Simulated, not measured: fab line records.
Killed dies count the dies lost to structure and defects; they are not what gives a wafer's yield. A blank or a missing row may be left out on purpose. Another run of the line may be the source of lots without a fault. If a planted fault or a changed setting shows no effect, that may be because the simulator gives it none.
fab line records ; flow sky130
record lots=15; wafers=45; lastDay=50
route steps=708 shown SONOS_TUNNEL@162 SONOS_ONO@182 GATE_OXIDE@201
lots with no fault: from the same line, run without faults
startH: start of the lot's first displayed wafer, in hours after the record's first day ; waitH: hours elapsed since this lot's preceding step ; " same as the row above ; L1.1+2: a single row standing in for several wafers ; - value missing, or start not given ; * or withheld: withheld ; < > ~ a bound
route shown NAME@n: NAME is a module with steps in the file, n the number in the route of the first one ; usual: the fault-free wafers' mean and standard deviation ; same: alike in all rows ; chamber/n: place in a boat ; sites: the reading at each site ; _std_site: standard deviation of those values ; _edge_site: inner sites' mean taken away from outer sites' mean ; radiusMm: how far each site lies from the wafer's centre ; mask NAME#n: copy n ; behind: the most recent tool/chamber to have shaped the wafer ; hold: reason for holding the lot/hours on hold/outcome of the hold ; device: transistor that didn't switch, given as n, p or np ; end of line: tests run on the same wafers once the route is complete ; a step without rows: its recipe alone ; killed: dies lost to structure and defects at the first sort, not the wafer's yield ; map: a wafer's dies, x killed, . not, _ none there
set.NAME: the setting the step ran with; set.NAME@STEP: the setting that earlier step ran with ; model.NAME: the simulator's own value behind a step, which no gauge read
route steps across a sampled set of lots; one table per step, one row per wafer
services: the hour from which a tool's chamber was out of use, counted from the record's first day as startH (under 0 if before that day), plus the number of hours and why
## steps
# step SKY_SONOS_TUNNEL_OVL_MEAS_08
# usual SONOS_TUNNEL_OVL=-0.3/1.6
lot.wafer;tool;chamber;startH;waitH;SONOS_TUNNEL_OVL[nm]
L237.2;overlay-02;-;258.05;0.1;0.0
L237.5;overlay-02;-;258.05;0.1;-0.7
L237.6;overlay-02;-;258.05;0.1;0.0
L238.2;overlay-01;-;258.18;0.1;-0.6
L238.4;overlay-01;-;258.18;0.1;-1.3
L238.5;overlay-01;-;258.18;0.1;0.2
L241.3;overlay-02;-;301.29;0.1;-2.8
L241.4;overlay-02;-;301.29;0.1;-1.4
L241.5;overlay-02;-;301.29;0.1;-3.9
L242.1;overlay-02;-;303.17;0.1;2.8
L242.5;overlay-02;-;303.17;0.1;2.9
L242.6;overlay-02;-;303.17;0.1;0.8
L243.2;overlay-01;-;313.77;0.1;-1.5
L243.3;overlay-01;-;313.77;0.1;-1.8
L243.5;overlay-01;-;313.77;0.1;-2.2
L244.1;overlay-01;-;316.15;0.1;1.4
L244.2;overlay-01;-;316.15;0.1;1.7
L244.5;overlay-01;-;316.15;0.1;1.6
L246.1;overlay-01;-;323.98;0.1;-3.1
L246.2;overlay-01;-;323.98;0.1;-2.2
L246.5;overlay-01;-;323.98;0.1;-1.9
L250.1;overlay-01;-;358.80;0.1;-0.7
L250.2;overlay-01;-;358.80;0.1;-0.2
L250.3;overlay-01;-;358.80;0.1;-1.3
L251.2;overlay-02;-;368.12;0.1;-1.8
L251.5;overlay-02;-;368.12;0.1;-2.4
L251.6;overlay-02;-;368.12;0.1;-3.0
L252.2;overlay-01;-;375.38;0.1;1.3
L252.3;overlay-01;-;375.38;0.1;2.8
L252.5;overlay-01;-;375.38;0.1;-0.2
L253.1;overlay-01;-;385.63;0.1;0.3
L253.3;overlay-01;-;385.63;0.1;1.3
L253.5;overlay-01;-;385.63;0.1;2.5
L254.4;overlay-02;-;392.44;0.1;-1.7
L254.5;overlay-02;-;392.44;0.1;-2.4
L254.6;overlay-02;-;392.44;0.1;-0.9
L257.2;overlay-01;-;419.67;0.1;0.0
L257.4;overlay-01;-;419.67;0.1;-0.3
L257.5;overlay-01;-;419.67;0.1;-0.6
L258.1;overlay-02;-;424.77;0.1;0.2
L258.2;overlay-02;-;424.77;0.1;0.1
L258.5;overlay-02;-;424.77;0.1;-0.1
L259.3;overlay-01;-;433.94;0.1;1.7
L259.5;overlay-01;-;433.94;0.1;-1.5
L259.6;overlay-01;-;433.94;0.1;0.1
# step SKY_SONOS_ONO_OVL_MEAS_14
# usual SONOS_ONO_OVL=-0.2/1.2
lot.wafer;tool;chamber;startH;waitH;SONOS_ONO_OVL[nm]
L238.2;overlay-01;-;287.78;0.1;1.4
L238.4;overlay-01;-;287.78;0.1;-0.4
L238.5;overlay-01;-;287.78;0.1;-0.9
L237.2;overlay-01;-;288.50;0.1;1.4
L237.5;overlay-01;-;288.50;0.1;-1.0
L237.6;overlay-01;-;288.50;0.1;-1.1
L241.3;overlay-02;-;333.06;0.1;2.1
L241.4;overlay-02;-;333.06;0.1;0.7
L241.5;overlay-02;-;333.06;0.1;0.6
L242.1;overlay-01;-;335.13;0.1;-1.2
L242.5;overlay-01;-;335.13;0.1;-0.9
L242.6;overlay-01;-;335.13;0.1;-1.0
L243.2;overlay-01;-;345.48;0.1;-0.5
L243.3;overlay-01;-;345.48;0.1;-2.3
L243.5;overlay-01;-;345.48;0.1;-1.8
L244.1;overlay-02;-;351.36;0.1;0.9
L244.2;overlay-02;-;351.36;0.1;-2.7
L244.5;overlay-02;-;351.36;0.1;0.6
L246.1;overlay-01;-;359.43;0.1;0.2
L246.2;overlay-01;-;359.43;0.1;-1.6
L246.5;overlay-01;-;359.43;0.1;-2.5
L250.1;overlay-01;-;392.15;0.1;-2.7
L250.2;overlay-01;-;392.15;0.1;-1.5
L250.3;overlay-01;-;392.15;0.1;-3.9
L251.2;overlay-01;-;402.01;0.1;-2.0
L251.5;overlay-01;-;402.01;0.1;-0.9
L251.6;overlay-01;-;402.01;0.1;1.0
L252.2;overlay-02;-;410.38;0.1;-0.3
L252.3;overlay-02;-;410.38;0.1;0.2
L252.5;overlay-02;-;410.38;0.1;0.4
L253.1;overlay-02;-;421.26;0.1;0.2
L253.3;overlay-02;-;421.26;0.1;0.0
L253.5;overlay-02;-;421.26;0.1;-0.9
L254.4;overlay-02;-;431.59;0.1;-0.8
L254.5;overlay-02;-;431.59;0.1;0.0
L254.6;overlay-02;-;431.59;0.1;0.4
L257.2;overlay-02;-;457.46;0.1;-0.9
L257.4;overlay-02;-;457.46;0.1;0.0
L257.5;overlay-02;-;457.46;0.1;0.2
L258.1;overlay-01;-;464.11;0.1;-1.4
L258.2;overlay-01;-;464.11;0.1;0.2
L258.5;overlay-01;-;464.11;0.1;-2.4
L259.3;overlay-01;-;469.29;0.1;0.8
L259.5;overlay-01;-;469.29;0.1;0.0
L259.6;overlay-01;-;469.29;0.1;1.4
# step SKY_GATE_OXIDE_TW_MEAS_14
# usual GATE_OXIDE_TW=223.7/1.5
lot.wafer;tool;chamber;startH;waitH;GATE_OXIDE_TW
L237.2;filmMetro-02;-;318.04;0.1;224.2
L237.5;filmMetro-02;-;318.04;0.1;224.6
L237.6;filmMetro-02;-;318.04;0.1;224.4
L238.2;filmMetro-04;-;318.34;0.1;224.0
L238.4;filmMetro-04;-;318.34;0.1;225.6
L238.5;filmMetro-04;-;318.34;0.1;225.9
L241.3;filmMetro-04;-;363.52;0.1;225.6
L241.4;filmMetro-04;-;363.52;0.1;225.5
L241.5;filmMetro-04;-;363.52;0.1;225.9
L242.1;filmMetro-03;-;365.42;0.1;223.6
L242.5;filmMetro-03;-;365.42;0.1;223.0
L242.6;filmMetro-03;-;365.42;0.1;223.1
L243.2;filmMetro-03;-;376.59;0.1;222.9
L243.3;filmMetro-03;-;376.59;0.1;223.6
L243.5;filmMetro-03;-;376.59;0.1;220.9
L244.1;filmMetro-03;-;380.99;0.1;222.8
L244.2;filmMetro-03;-;380.99;0.1;222.6
L244.5;filmMetro-03;-;380.99;0.1;222.2
L246.1;filmMetro-04;-;389.76;0.1;225.5
L246.2;filmMetro-04;-;389.76;0.1;225.6
L246.5;filmMetro-04;-;389.76;0.1;224.6
L250.1;filmMetro-04;-;424.11;0.1;223.8
L250.2;filmMetro-04;-;424.11;0.1;226.2
L250.3;filmMetro-04;-;424.11;0.1;225.4
L251.2;filmMetro-04;-;434.20;0.1;224.5
L251.5;filmMetro-04;-;434.20;0.1;225.3
L251.6;filmMetro-04;-;434.20;0.1;223.9
L252.2;filmMetro-04;-;444.30;0.1;224.9
L252.3;filmMetro-04;-;444.30;0.1;223.9
L252.5;filmMetro-04;-;444.30;0.1;224.1
L253.1;filmMetro-03;-;454.13;0.1;223.8
L253.3;filmMetro-03;-;454.13;0.1;223.2
L253.5;filmMetro-03;-;454.13;0.1;222.4
L254.4;filmMetro-03;-;463.89;0.1;221.0
L254.5;filmMetro-03;-;463.89;0.1;222.6
L254.6;filmMetro-03;-;463.89;0.1;221.1
L257.2;filmMetro-02;-;489.57;0.1;222.8
L257.4;filmMetro-02;-;489.57;0.1;223.2
L257.5;filmMetro-02;-;489.57;0.1;223.2
L258.1;filmMetro-02;-;496.14;0.1;222.7
L258.2;filmMetro-02;-;496.14;0.1;221.5
L258.5;filmMetro-02;-;496.14;0.1;223.6
L259.3;filmMetro-04;-;502.29;0.1;225.2
L259.5;filmMetro-04;-;502.29;0.1;225.2
L259.6;filmMetro-04;-;502.29;0.1;225.0
# step SKY_GATE_OXIDE_OXIDATION_16
# recipe tempC=800; ambient=O2; idleTempC=700; rampUpCPerMin=10; rampDownCPerMin=3; stabiliseS=600; purgeS=300; targetThkA=35.7; oxTimeS=1915
# usual oxTempC=800.1/0.39; oxTempCMax=805.5/1.4; spikeTcBottomC=818.8/3; tubeCenterTempC=800/0.077
lot.wafer;tool;chamber;startH;waitH;oxTempC;oxTempCMax;spikeTcBottomC;tubeCenterTempC
L237.2;furnace-01;0;318.14;0.0;800.4;806.0;814.9;799.91
L237.5;furnace-01;0;318.14;0.0;800.5;804.8;815.8;799.97
L237.6;furnace-01;0;318.14;0.0;800.7;805.0;813.9;799.94
L238.2;furnace-02;0;318.44;0.0;799.3;807.4;821.8;800.14
L238.4;furnace-02;0;318.44;0.0;800.3;808.5;822.6;799.96
L238.5;furnace-02;0;318.44;0.0;799.5;806.5;821.0;799.93
L241.3;furnace-01;0;363.61;0.0;800.3;804.4;818.0;800.02
L241.4;furnace-01;0;363.61;0.0;799.7;803.5;816.2;800.02
L241.5;furnace-01;0;363.61;0.0;799.9;804.2;815.3;799.99
L242.1;furnace-01;0;367.52;2.0;800.3;805.8;813.9;800
L242.5;furnace-01;0;367.52;2.0;800.0;805.3;816.3;800.05
L242.6;furnace-01;0;367.52;2.0;800.5;805.5;815.2;799.99
L243.2;furnace-01;0;378.75;2.1;800.3;805.5;816.1;800.12
L243.3;furnace-01;0;378.75;2.1;800.1;804.4;817.4;799.87
L243.5;furnace-01;0;378.75;2.1;800.3;803.9;817.0;800.07
L244.1;furnace-02;0;382.93;1.8;799.2;807.7;820.8;800.04
L244.2;furnace-02;0;382.93;1.8;799.0;804.1;822.2;799.94
L244.5;furnace-02;0;382.93;1.8;799.7;808.0;820.9;800.08
L246.1;furnace-01;0;389.88;0.0;799.8;803.5;816.7;800.13
L246.2;furnace-01;0;389.88;0.0;799.5;804.5;816.9;800.02
L246.5;furnace-01;0;389.88;0.0;800.5;804.6;817.1;799.97
L250.1;furnace-02;0;424.42;0.2;800.2;806.4;820.9;799.96
L250.2;furnace-02;0;424.42;0.2;799.3;804.9;821.6;800.04
L250.3;furnace-02;0;424.42;0.2;800.2;805.5;822.6;799.94
L251.2;furnace-02;-;434.30;0.0;-;-;-;-
L251.5;furnace-02;-;434.30;0.0;-;-;-;-
L251.6;furnace-02;-;434.30;0.0;-;-;-;-
L252.2;furnace-02;-;444.58;0.2;-;-;-;-
L252.3;furnace-02;-;444.58;0.2;-;-;-;-
L252.5;furnace-02;-;444.58;0.2;-;-;-;-
L253.1;furnace-01;-;454.24;0.0;-;-;-;-
L253.3;furnace-01;-;454.24;0.0;-;-;-;-
L253.5;furnace-01;-;454.24;0.0;-;-;-;-
L254.4;furnace-01;0;463.97;0.0;800.6;804.7;815.1;800.04
L254.5;furnace-01;0;463.97;0.0;800.6;805.3;815.7;799.83
L254.6;furnace-01;0;463.97;0.0;799.8;804.7;816.2;799.88
L257.2;furnace-02;0;489.75;0.1;800.0;805.5;820.9;800.02
L257.4;furnace-02;0;489.75;0.1;800.1;806.7;822.4;800.12
L257.5;furnace-02;0;489.75;0.1;800.0;805.4;820.1;799.96
L258.1;furnace-02;0;496.25;0.0;800.3;806.0;821.4;800.13
L258.2;furnace-02;0;496.25;0.0;800.2;805.6;822.5;800.16
L258.5;furnace-02;0;496.25;0.0;799.9;806.6;821.7;800.04
L259.3;furnace-02;0;502.38;0.0;799.6;807.0;819.8;799.98
L259.5;furnace-02;0;502.38;0.0;799.3;806.3;823.7;799.91
L259.6;furnace-02;0;502.38;0.0;799.5;806.3;822.1;799.95
## services
tool;chamber;startH;hours;kind
furnace-02;-;336.69;3.7;pm
furnace-01;-;394.21;3.8;pm
furnace-01;-;487.63;5.7;repair
furnace-02;-;497.78;3.3;pm
## key
firstSign step=SKY_GATE_OXIDE_OXIDATION_16; reading=toolRecord; direction=missing
effect none on later readings
metAt SKY_GATE_OXIDE_OXIDATION_16
struckLots L251,L252,L253
laterRowsLeftOut L251.2,L251.5,L251.6,L252.2,L252.3,L252.5,L253.1,L253.3,L253.5
sortLeftOut L251.2,L251.5,L251.6,L252.2,L252.3,L252.5,L253.1,L253.3,L253.5
testerLeftOut L251,L252,L253
notActingAt SKY_SONOS_TUNNEL_OVL_MEAS_08,SKY_SONOS_ONO_OVL_MEAS_14,SKY_GATE_OXIDE_TW_MEAS_14
onsetBetween 424.42 434.30
fault kind=skippedStepWhole; tool=furnace-01,furnace-02; chamber=-; onsetH=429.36; steps=SKY_GATE_OXIDE_OXIDATION_16; scope=struckLotsOnly
# testerLeftOut: of these lots the tester's yield and bins aren't shown, on N5 and GAA mostly nor the transistor test; their killed dies are dies lost to structure and defects alone, not to doping, threshold or leakage, so they don't give the yield
# sortLeftOut: the simulated sort isn't trusted on such a fault, so these wafers' sort isn't shown, and their yield isn't known
# laterRowsLeftOut: the simulator's readings of these wafers behind a module that went badly wrong aren't trusted and aren't shown, but for the sort
